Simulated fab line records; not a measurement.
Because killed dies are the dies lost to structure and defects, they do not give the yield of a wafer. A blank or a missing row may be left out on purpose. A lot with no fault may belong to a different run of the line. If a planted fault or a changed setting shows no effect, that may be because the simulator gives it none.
Which tool did it? + flow sky130 + Sampling: 15 lots, 45 wafers, 2 of 708 route steps

== WHAT THE GAUGES READ, wafer by wafer ==
The record lacks any reading of a measuring or inspecting step that a usual standard deviation could be used to judge.

== WHICH TOOL RAN EACH LOT (tool, then ch and the chambers of the sampled wafers, then the start) ==
| lot  | SKY_VT_ADJUST_LVTN_EXPOSE_04        | SKY_PAD_OPEN_PROBE_99   |
|------|-------------------------------------|-------------------------|
| L715 | iline-stepper-01 ch 0, day 6 09:11  | prober-01, day 45 16:17 |
| L716 | iline-stepper-01 ch 0, day 6 16:47  | -                       |
| L717 | iline-stepper-01 ch 0, day 6 22:02  | prober-01, day 46 09:53 |
| L718 | iline-stepper-01 ch 0, day 7 05:42  | -                       |
| L719 | iline-stepper-02 ch 0, day 7 15:09  | prober-01, day 47 02:19 |
| L725 | iline-stepper-01 ch 0, day 9 03:51  | -                       |
| L727 | iline-stepper-02 ch 0, day 9 19:07  | -                       |
| L728 | iline-stepper-02 ch 0, day 10 03:53 | prober-02, day 49 03:08 |
| L729 | iline-stepper-02 ch 0, day 10 20:33 | -                       |
| L731 | iline-stepper-02 ch 0, day 10 21:04 | -                       |
| L734 | iline-stepper-02 ch 0, day 12 02:08 | prober-01, day 50 11:43 |
| L735 | iline-stepper-02 ch 0, day 12 02:46 | -                       |
| L736 | iline-stepper-02 ch 0, day 12 08:39 | prober-01, day 50 17:56 |
| L737 | iline-stepper-02 ch 0, day 12 09:55 | prober-02, day 50 21:19 |
| L738 | iline-stepper-02 ch 0, day 12 16:14 | prober-01, day 51 00:14 |
- SKY_VT_ADJUST_LVTN_EXPOSE_04: exposes mask NWM COMPLEMENT LESS NATIVE, target cd 840 nm.
- SKY_PAD_OPEN_PROBE_99

== WHAT THE TOOLS THEMSELVES READ (means of the sampled wafers that have a number; where no wafer has one, the mark that the record gives instead) ==
SKY_VT_ADJUST_LVTN_EXPOSE_04. Usual: exposure-dose-mJ-cm2 reads 194.02 (standard deviation 0.17).
| lot  | tool             | exposure-dose-mJ-cm2 | flag |
|------|------------------|----------------------|------|
| L715 | iline-stepper-01 | 193.75               |      |
| L716 | iline-stepper-01 | 194.14               |      |
| L717 | iline-stepper-01 | 203.58               | OFF  |
| L718 | iline-stepper-01 | 203.32               | OFF  |
| L719 | iline-stepper-02 | 193.84               |      |
| L725 | iline-stepper-01 | 203.73               | OFF  |
| L727 | iline-stepper-02 | 194.10               |      |
| L728 | iline-stepper-02 | 194.13               |      |
| L729 | iline-stepper-02 | 194.09               |      |
| L731 | iline-stepper-02 | 193.92               |      |
| L734 | iline-stepper-02 | 194.05               |      |
| L735 | iline-stepper-02 | 194.01               |      |
| L736 | iline-stepper-02 | 194.04               |      |
| L737 | iline-stepper-02 | 194.04               |      |
| L738 | iline-stepper-02 | 194.22               |      |

SKY_PAD_OPEN_PROBE_99. Usual: killed_at_M0_to_M3 42, standard deviation 6.4; killed_at_M4_up 3.0, standard deviation 2; killed-at-contacts 24, standard deviation 5.2; killed-at-front-end 14, standard deviation 4.2; killed-at-other 0.4, standard deviation 0.72; killed-dies 84, standard deviation 9; killed-open 46, standard deviation 6.6; killed-short 38, standard deviation 6.
| lot  | tool      | killed_at_M0_to_M3 | killed_at_M4_up | killed-at-contacts | killed-at-front-end | killed-at-other | killed-dies | killed-open | killed-short | flag |
|------|-----------|--------------------|-----------------|--------------------|---------------------|-----------------|-------------|-------------|--------------|------|
| L715 | prober-01 | 39                 | 2.3             | 21                 | 18                  | 0.3             | 81          | 45          | 36           |      |
| L717 | prober-01 | 34                 | 2.7             | 17                 | 16                  | 0.0             | 70          | 39          | 31           |      |
| L719 | prober-01 | 38                 | 2.0             | 23                 | 17                  | 1.3             | 81          | 46          | 34           |      |
| L728 | prober-02 | 39                 | 1.0             | 28                 | 15                  | 0.0             | 83          | 45          | 38           |      |
| L734 | prober-01 | 41                 | 2.3             | 22                 | 17                  | 1.0             | 83          | 45          | 38           |      |
| L736 | prober-01 | 39                 | 1.0             | 27                 | 15                  | 0.0             | 82          | 46          | 36           |      |
| L737 | prober-02 | 45                 | 3.0             | 30                 | 15                  | 0.0             | 93          | 51          | 42           |      |
| L738 | prober-01 | 43                 | 1.7             | 24                 | 14                  | 3.3             | 86          | 44          | 39           | OFF  |

== THE ANSWER, worked out from the rows above alone ==
Rule: a lot counts as off when the mean over its wafers that have a number is more than 3 standard deviations away from the usual mean. Also off: a lot with no number at a reading for which 4 or more lots have one. The other lots that the step has rows for count as sound. Order of review: gauges by route order, followed by the tools' own readings, for which a lot's mean as printed above is used. At the first step where some lot is off, the reading lying furthest off is the one used; lots without a number count as furthest.
Off at SKY_VT_ADJUST_LVTN_EXPOSE_04 (exposure-dose-mJ-cm2): L717, L718, L725.
A tool fits if, at that step or a process step before it, it ran every lot that is off, and no sound lot after the first of them. One fits: SKY_VT_ADJUST_LVTN_EXPOSE_04 on iline-stepper-01. A fault onset in the window from L716 (day 6 16:47, its last sound lot) to L717 (day 6 22:02, its first lot off) fits.
The tool's own readings at SKY_VT_ADJUST_LVTN_EXPOSE_04 bear it out: on the lots that are off they differ by more than 5 times the standard deviation of the sound lots' means. exposure-dose-mJ-cm2 reads 203.54 there against 194.03 on the sound lots.

== WHAT THE SIMULATOR HAD PUT IN ==
Process parameters drifting: iline-stepper-01 at SKY_VT_ADJUST_LVTN_EXPOSE_04, beginning at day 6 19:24. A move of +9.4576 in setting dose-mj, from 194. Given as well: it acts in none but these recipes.
Shown lots that were struck: L717, L718, L725. The rule above reached the same finding.
